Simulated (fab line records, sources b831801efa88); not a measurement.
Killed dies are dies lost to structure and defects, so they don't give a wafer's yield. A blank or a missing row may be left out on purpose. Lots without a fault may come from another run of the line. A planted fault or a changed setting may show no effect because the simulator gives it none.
Chamber matching | flow sky130 | SKY_CAP2M_CVD_00 on pecvd-01: 3 sister chambers
The step deposits SiO2, target thk 15.5 nm. 3 wafers are shown with their chamber, then 7 later ones without.

WAFERS WITH THEIR CHAMBER
wafer  | chamber | heater_power_w (W)
L889.4 | 1       | 815
L891.3 | 0       | 647
L891.4 | 2       | 652

WAFERS WITHOUT THEIR CHAMBER
wafer  | heater_power_w (W)
L891.5 | 860
L894.3 | 962
L894.4 | 602
L894.5 | 653
L898.4 | 945
L898.5 | 627
L898.6 | 718

WHICH CHAMBER EACH WENT THROUGH
wafer  | from the rows above          | in truth
L891.5 | can't be placed: 1 or 2      | 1
L894.3 | can't be placed: 1 or 2      | 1
L894.4 | can't be placed: 0 or 2      | 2
L894.5 | can't be placed: 2 or 0 or 1 | 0
L898.4 | can't be placed: 1 or 2      | 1
L898.5 | can't be placed: 0 or 2      | 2
L898.6 | can't be placed: 2 or 0 or 1 | 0
Placed correctly: 0 of 7. Can't be placed from these rows: 7 (the true chamber is among the candidates in 7). Placed wrongly: 0.
How it was worked out, from the rows above alone: a wafer's distance from a chamber is the root of the sum, over the readings, of the square of ((its reading less the chamber's mean) divided by the reading's scatter). The wafer belongs to the nearest chamber; if the next one is less than 2 further off, it can't be placed. A chamber's mean is the mean of its shown wafers. The scatter: with one shown wafer a chamber, the root of the mean of the squares of how far each hidden wafer lies from its nearest shown one.
